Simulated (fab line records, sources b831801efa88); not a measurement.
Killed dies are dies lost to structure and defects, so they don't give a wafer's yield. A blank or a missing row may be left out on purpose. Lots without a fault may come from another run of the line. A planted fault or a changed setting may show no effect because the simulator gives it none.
fab line records | flow sky130
record lots=6 wafers=18 last_day=50
route steps=708 shown VIA1@471 METAL2@483 PAD_OPEN@708
lots that met no fault: from a run of the same line without faults
start_h: hours from the record's first day to the start of the lot's first wafer shown | wait_h: hours since the lot's step before | " the same as in the row above | L1.1+2: a row that stands for several wafers | - no value, or no start given | * or withheld: withheld | < > ~ a bound
route shown NAME@n: a module of which the file shows steps, and the number in the route of the first | usual: mean/standard deviation of fault-free wafers | same: alike in all rows | chamber/n: place in a boat | sites: the reading at each site | _std_site: their standard deviation | _edge_site: outer sites' mean less inner sites' | radius_mm: how far each site lies from the wafer's centre | mask NAME#n: copy n | behind: the tool/chamber that last shaped the wafer | hold: why the lot was held/for how many hours/how that ended | device: the transistor (n, p or np) that didn't switch | end of line: the same wafers' tests at the end of the route | a step without rows: its recipe alone | killed: dies lost to structure and defects at the first sort, not the wafer's yield | map: a wafer's dies, x killed, . not, _ none there
set.NAME: the setting as run; set.NAME@STEP: as run at that earlier step | model.NAME: the simulator's own value behind a step, which no gauge read
lots at some steps of the route; a table a step, a row a wafer
services: from which hour (start_h, from the record's first day; less than 0 if before it) a tool's chamber was out of use, for how many hours, and why
## steps
# step SKY_VIA1_OVL_MEAS_13
# usual VIA1_OVL=1/6.3
# columns lot.wafer tool chamber start_h wait_h VIA1_OVL[nm]
L630.2 overlay-02 - 793.26 0.1 12
L630.5 " - " " 5
L630.6 " - " " 2
L631.1 overlay-02 - 842.80 0.1 2
L631.2 " - " " 7
L631.5 " - " " 4
L643.2 overlay-01 - 895.45 0.1 -7
L643.3 " - " " -4
L643.6 " - " " 2
L644.1 overlay-01 - 906.64 0.1 -4
L644.2 " - " " -4
L644.4 " - " " -8
L648.2 overlay-02 - 941.20 0.1 -3
L648.3 " - " " -4
L648.5 " - " " -7
L650.1 overlay-01 - 942.66 0.1 13
L650.3 " - " " 16
L650.6 " - " " 3
# step SKY_VIA1_ETCH_14
# recipe chemistry=N2/H2 target=BARC ion_energy_ev=200 source_w=500 bias_w=100 pressure_mtorr=30 n2_flow_sccm=100 h2_flow_sccm=200 stop_on=SiO2 time_s=45.9 target_depth_a=600
# usual bias_w=100.03/0.29 drypump_motor_current_A=5.7/0.3 oes_product_au=0.855/0.0042 throttle_valve_pct=13.225/0.0085
# columns lot.wafer tool chamber start_h wait_h bias_w drypump_motor_current_A oes_product_au rf_hours_counter_h throttle_valve_pct
L630.2 rie_diel-04 2 793.29 0.0 99.26 6.0 0.858 26 13.228
L630.5 " 0 " " 100.25 5.9 0.857 - 13.222
L630.6 " 1 " " 99.81 5.7 0.858 - 13.239
L631.1 rie_diel-02 3 842.84 0.0 99.83 5.3 0.858 13 13.241
L631.2 " 2 " " 99.90 5.7 0.857 13 13.231
L631.5 " 1 " " 100.58 5.4 0.852 - 13.236
L643.2 rie_diel-04 1 895.48 0.0 99.84 5.7 0.854 12 13.220
L643.3 " 3 " " 99.68 6.0 0.860 19 13.239
L643.6 " 2 " " 100.33 6.0 0.863 - 13.229
L644.1 rie_diel-01 3 906.68 0.0 100.27 6.3 0.848 17 13.223
L644.2 " 2 " " 99.94 5.2 0.859 3 13.227
L644.4 " 3 " " 100.21 6.3 0.849 - 13.212
L648.2 rie_diel-04 3 941.23 0.0 100.27 6.0 0.854 20 13.223
L648.3 " 1 " " 99.76 5.7 0.852 13 13.233
L648.5 " 3 " " 100.28 6.0 0.854 - 13.216
L650.1 rie_diel-02 0 942.70 0.0 100.51 5.7 0.860 25 13.222
L650.3 " 2 " " 100.07 5.7 0.860 16 13.226
L650.6 " 3 " " 99.88 5.3 0.856 - 13.230
# step SKY_VIA1_ETCH_15
# recipe target=SiO2 chemistry=C4F8/O2/Ar target_depth_nm=351 stop_on=TiN mask_material=KrF-thick source_w=1500 bias_w=1200 pressure_mtorr=40 c4f8_flow_sccm=withheld O2_flow_sccm=6 Ar_flow_sccm=300 time_s=54
# usual bias_w=1200/3.6 oes_product_au=0.982/0.0063
# columns lot.wafer tool chamber start_h wait_h bias_w oes_product_au rf_hours_counter_h
L630.2 rie_diel-04 2 793.33 0.0 1199 0.976 26
L630.5 " 0 " " 1200 0.984 -
L630.6 " 1 " " 1203 0.984 -
L631.1 rie_diel-02 3 842.88 0.0 1198 0.977 13
L631.2 " 2 " " 1200 0.990 13
L631.5 " 1 " " 1195 0.984 -
L643.2 rie_diel-04 1 895.52 0.0 1202 0.984 12
L643.3 " 3 " " 1198 0.976 19
L643.6 " 2 " " 1196 0.975 -
L644.1 rie_diel-01 3 906.72 0.0 1198 0.983 17
L644.2 " 2 " " 1199 0.979 3
L644.4 " 3 " " 1201 0.977 -
L648.2 rie_diel-04 3 941.27 0.0 1197 0.981 20
L648.3 " 1 " " 1195 0.970 13
L648.5 " 3 " " 1194 0.982 -
L650.1 rie_diel-02 0 942.74 0.0 1206 0.983 25
L650.3 " 2 " " 1204 0.984 16
L650.6 " 3 " " 1205 0.980 -
# step SKY_VIA1_STRIP_16
# recipe chemistry=O2/N2 power_w=1400 pressure_mtorr=1500 platen_temp_c=withheld o2_flow_sccm=3000 n2_flow_sccm=300 overash_fraction=0.5
# step SKY_VIA1_STRIP_17
# recipe chemistry=post_etch_residue_remover time_s=1200 temp_c=72.5
# step SKY_VIA1_CLEAN_18
# recipe chemistry=IPA time_s=180 temp_c=25
# step SKY_VIA1_CLEAN_19
# recipe chemistry=O3/DIW dry=n2_spin
# step SKY_VIA1_SPUTTER_20
# recipe material=TiN target_thk_nm=20 chamber_pressure_pa=5 power_w=4000 time_s=80
# usual throttle_valve_pct=29.6/1
# columns lot.wafer tool chamber start_h wait_h throttle_valve_pct
L630.2 pvd_sputter-02 - 793.97 0.0 29.9
L630.5 " - " " 31.1
L630.6 " - " " 29.8
L631.1 pvd_sputter-02 - 843.52 0.0 28.9
L631.2 " - " " 29.7
L631.5 " - " " 29.1
L643.2 pvd_sputter-01 - 896.16 0.0 29.7
L643.3 " - " " 29.8
L643.6 " - " " 29.3
L644.1 pvd_sputter-01 - 907.37 0.0 29.4
L644.2 " - " " 28.0
L644.4 " - " " 30.3
L648.2 pvd_sputter-03 - 941.97 0.0 30.4
L648.3 " - " " 27.9
L648.5 " - " " 28.0
L650.1 pvd_sputter-03 - 943.38 0.0 30.6
L650.3 " - " " 30.6
L650.6 " - " " 28.6
# step SKY_VIA1_CVD_21
# recipe material=W target_thk_nm=270 time_s=80.902 temp_c=400 pressure_torr=40
# usual heater_power_w=845/89
# columns lot.wafer tool chamber start_h wait_h heater_power_w
L630.2 cvd_w-02 0 794.03 0.0 922
L630.5 " 1 " " 756
L630.6 " 0 " " 935
L631.1 cvd_w-02 0 843.58 0.0 922
L631.2 " 1 " " 771
L631.5 " 1 " " 751
L643.2 cvd_w-02 1 896.22 0.0 762
L643.3 " 0 " " 930
L643.6 " 1 " " 754
L644.1 cvd_w-02 1 907.44 0.0 765
L644.2 " 0 " " 924
L644.4 " 0 " " 951
L648.2 cvd_w-02 1 942.03 0.0 768
L648.3 " 1 " " 772
L648.5 " 1 " " 789
L650.1 cvd_w-01 1 943.44 0.0 732
L650.3 " 0 " " 924
L650.6 " 1 " " 727
# step SKY_VIA1_RS_MEAS_22
# recipe thk_meas_gauge=four-point-probe reads=W_of_VIA1_CVD_21+TiN_of_VIA1_SPUTTER_20
# usual VIA1_W_RS=0.426/0.0066
# columns lot.wafer tool chamber start_h wait_h VIA1_W_RS[ohm/sq]
L630.2 film_metro-02 - 794.14 0.1 0.422
L630.5 " - " " 0.431
L630.6 " - " " 0.421
L631.1 film_metro-03 - 843.67 0.1 0.432
L631.2 " - " " 0.436
L631.5 " - " " 0.436
L643.2 film_metro-02 - 896.33 0.1 0.430
L643.3 " - " " 0.429
L643.6 " - " " 0.431
L644.1 film_metro-03 - 907.53 0.1 0.430
L644.2 " - " " 0.420
L644.4 " - " " 0.422
L648.2 film_metro-03 - 942.14 0.1 0.405
L648.3 " - " " 0.405
L648.5 " - " " 0.404
L650.1 film_metro-02 - 943.53 0.1 0.428
L650.3 " - " " 0.428
L650.6 " - " " 0.426
# step SKY_VIA1_THK_MEAS_23
# recipe thk_meas_gauge=xrf reads=W_of_VIA1_CVD_21
# usual VIA1_W_THK=265/4.7
# columns lot.wafer tool chamber start_h wait_h VIA1_W_THK[nm]
L630.2 film_metro-02 - 794.25 0.1 267
L630.5 " - " " 261
L630.6 " - " " 268
L631.1 film_metro-03 - 843.79 0.1 255
L631.2 " - " " 254
L631.5 " - " " 252
L643.2 film_metro-02 - 896.44 0.1 262
L643.3 " - " " 265
L643.6 " - " " 262
L644.1 film_metro-03 - 907.65 0.1 261
L644.2 " - " " 265
L644.4 " - " " 264
L648.2 film_metro-03 - 942.25 0.1 277
L648.3 " - " " 277
L648.5 " - " " 279
L650.1 film_metro-02 - 943.65 0.1 264
L650.3 " - " " 263
L650.6 " - " " 264
# step SKY_VIA1_CMP_24
# recipe stop_on=SiO2 t_overpolish_s=15 down_force_psi=3.5 platen_rpm=60 target_thk_nm=0 pad_velocity_m_s=0.94248
# step SKY_METAL2_SPUTTER_00
# recipe material=Ti target_thk_nm=15 power_w=3000 time_s=10 chamber_pressure_pa=0.4
# usual throttle_valve_pct=30.1/0.92
# columns lot.wafer tool chamber start_h wait_h throttle_valve_pct model.Ti_of_METAL2_SPUTTER_00.thk_nm
L630.2 pvd_sputter-04 - 794.60 0.2 31.2 15.32
L630.5 " - " " 29.6 15.25
L630.6 " - " " 30.3 15.3
L631.1 pvd_sputter-01 - 844.15 0.2 30.2 15.25
L631.2 " - " " 29.5 15.3
L631.5 " - " " 28.0 15.15
L643.2 pvd_sputter-01 - 896.79 0.2 29.5 16.28
L643.3 " - " " 30.6 15.14
L643.6 " - " " 30.5 16.45
L644.1 pvd_sputter-01 - 908.01 0.1 30.3 16.11
L644.2 " - " " 29.8 16.06
L644.4 " - " " 29.6 14.87
L648.2 pvd_sputter-02 - 942.60 0.1 29.9 15.04
L648.3 " - " " 30.4 15.05
L648.5 " - " " 30.2 15.11
L650.1 pvd_sputter-04 - 944.01 0.2 31.1 15.27
L650.3 " - " " 31.2 15.14
L650.6 " - " " 30.5 15.07
# step SKY_METAL2_SPUTTER_01
# recipe material=TiN target_thk_nm=20 power_w=6500 time_s=16.7 chamber_pressure_pa=0.4
# usual throttle_valve_pct=30.1/0.92
# columns lot.wafer tool chamber start_h wait_h throttle_valve_pct
L630.2 pvd_sputter-04 - 794.62 0.0 31.4
L630.5 " - " " 29.7
L630.6 " - " " 30.6
L631.1 pvd_sputter-01 - 844.17 0.0 30.4
L631.2 " - " " 29.7
L631.5 " - " " 28.1
L643.2 pvd_sputter-01 - 896.82 0.0 30.0
L643.3 " - " " 30.2
L643.6 " - " " 30.3
L644.1 pvd_sputter-01 - 908.03 0.0 30.0
L644.2 " - " " 29.8
L644.4 " - " " 29.9
L648.2 pvd_sputter-02 - 942.62 0.0 29.9
L648.3 " - " " 30.4
L648.5 " - " " 30.8
L650.1 pvd_sputter-04 - 944.04 0.0 31.1
L650.3 " - " " 31.2
L650.6 " - " " 30.8
# step SKY_PAD_OPEN_PROBE_99
# usual defect_limited_yield=82.6/1.8 killed_at_M0_to_M3=43/7 killed_at_M4_up=3.4/1.9 killed_at_contacts=24/5.4 killed_at_front_end=15/4.4 killed_at_other=0.4/0.63 killed_dies=86/9.1 killed_open=46/6.6 killed_short=39/6.6 sort_bin_3_pad_short=0.9/0.46 sort_bin_5_function=10.3/1.4 sort_bin_6_memory=6.2/1.1 sort_n_pass=406/9.1 sort_yield_pct=82.6/1.8
# same gross_dies=492 killed_at_back_side=0 sort_bin_4_leakage[%]=0 sort_bin_8_speed[%]=0
# columns lot.wafer tool chamber start_h wait_h defect_limited_yield[%] killed_at_M0_to_M3 killed_at_M4_up killed_at_contacts killed_at_front_end killed_at_other killed_dies killed_open killed_short sort_bin_3_pad_short[%] sort_bin_5_function[%] sort_bin_6_memory[%] sort_n_pass sort_yield_pct[%]
L631.1 prober-02 - 1117.19 0.1 83.3 36 5 26 13 2 82 35 46 2.0 9.1 5.5 410 83.3
L631.2 prober-02 - 1117.24 0.1 81.9 39 2 31 17 0 89 39 49 1.2 9.8 7.1 403 81.9
L631.5 prober-02 - 1117.39 0.2 80.3 52 4 25 16 0 97 62 35 1.2 13.0 5.5 395 80.3
L644.1 prober-02 - 1163.35 0.1 80.5 49 5 23 19 0 96 49 47 0.4 12.8 6.3 396 80.5
L644.2 prober-02 - 1163.40 0.1 81.1 45 1 30 13 4 93 47 42 0.6 11.4 6.9 399 81.1
L644.4 prober-02 - 1163.50 0.2 84.3 47 3 13 14 0 77 40 37 1.0 9.3 5.3 415 84.3
L648.3 prober-01 - 1187.34 0.2 82.5 53 1 14 18 0 86 49 36 0.6 11.2 5.7 406 82.5
# killed by level:class
L631.1 VIA1:geometric_particle:open=9 CONTACT:geometric_particle:open=9 METAL2:geometric_particle:short=7 FIELD_ISO:geometric_particle:short=6 CONTACT:geometric_particle:short=6 FIELD_ISO:geometric_particle:open=5 LOCAL_INTERCONNECT:geometric_particle:short=5 METAL1:geometric_particle:short=5
L631.2 CONTACT:geometric_particle:open=9 LI_CONTACT:geometric_particle:open=8 CONTACT:geometric_particle:short=7 METAL1:geometric_particle:short=7 VIA2:geometric_particle:open=7 VIA1:geometric_particle:short=6 FIELD_ISO:geometric_particle:open=5 FIELD_ISO:geometric_particle:short=4
L631.5 VIA1:geometric_particle:open=11 LI_CONTACT:geometric_particle:open=10 VIA3:geometric_particle:open=10 METAL2:geometric_particle:short=9 CONTACT:geometric_particle:open=9 VIA1:geometric_particle:short=6 VIA2:geometric_particle:open=6 POLY_GATE:geometric_particle:open=5
L644.1 VIA1:geometric_particle:open=13 CONTACT:geometric_particle:open=7 VIA2:geometric_particle:open=7 FIELD_ISO:geometric_particle:short=6 LOCAL_INTERCONNECT:geometric_particle:short=6 METAL1:geometric_particle:short=6 METAL2:geometric_particle:short=5 METAL3:geometric_particle:short=5
L644.2 LI_CONTACT:geometric_particle:open=13 VIA1:geometric_particle:open=10 VIA1:geometric_particle:short=6 CONTACT:geometric_particle:open=6 VIA2:geometric_particle:open=6 CONTACT:geometric_particle:short=5 METAL2:geometric_particle:short=5 METAL1:geometric_particle:short=5
L644.4 VIA1:geometric_particle:open=9 VIA2:geometric_particle:open=9 METAL2:geometric_particle:short=7 METAL1:geometric_particle:short=7 VIA3:geometric_particle:open=6 FIELD_ISO:geometric_particle:open=4 FIELD_ISO:geometric_particle:short=4 LOCAL_INTERCONNECT:geometric_particle:short=4
L648.3 VIA3:geometric_particle:open=9 VIA1:geometric_particle:open=8 VIA2:geometric_particle:open=8 METAL1:geometric_particle:short=7 CONTACT:geometric_particle:open=7 FIELD_ISO:geometric_particle:open=6 METAL3:geometric_particle:short=5 METAL2:geometric_particle:short=5
## services
# columns tool chamber start_h hours kind
rie_diel-01 2 773.24 17.3 repair
cvd_w-01 - 786.09 0.6 repair
pvd_sputter-03 - 794.92 6.0 repair
rie_diel-04 2 820.89 9.6 repair
cvd_w-01 - 822.85 1.1 repair
rie_diel-04 2 837.10 - clean
rie_diel-04 2 837.10 21.4 scheduled_down
rie_diel-04 2 837.10 21.4 vent_cycle
rie_diel-02 0 840.91 13.5 repair
pvd_sputter-02 - 850.08 5.0 repair
rie_diel-04 2 860.65 4.4 repair
rie_diel-01 2 861.69 7.3 repair
rie_diel-02 - 869.87 0.5 repair
rie_diel-01 3 877.50 3.4 repair
rie_diel-01 0 880.94 4.4 repair
cvd_w-01 - 881.53 6.9 pm
rie_diel-02 - 886.91 0.9 repair
rie_diel-01 1 897.41 4.1 repair
cvd_w-01 - 904.00 14.0 pm
rie_diel-01 0 904.63 20.5 repair
pvd_sputter-01 - 911.04 14.2 repair
rie_diel-04 3 912.71 7.0 repair
rie_diel-04 3 920.05 5.9 repair
cvd_w-02 1 940.41 - calibration
## key
first_sign none at tools or gauges
model_effect step=SKY_METAL2_SPUTTER_00 value=Ti_of_METAL2_SPUTTER_00.thk_nm without=15.08 struck=16.22
met_at SKY_METAL2_SPUTTER_00
struck_wafers L643.2,L643.6,L644.1,L644.2
onset_between 844.15 896.79
fault kind=process_parameter_drift tool=pvd_sputter-01 chamber=- onset_h=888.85 steps=SKY_METAL2_SPUTTER_00 channel=time_s offset=* shape=step end_h=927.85 scope=struck_wafers_only acts_in=* stated=*
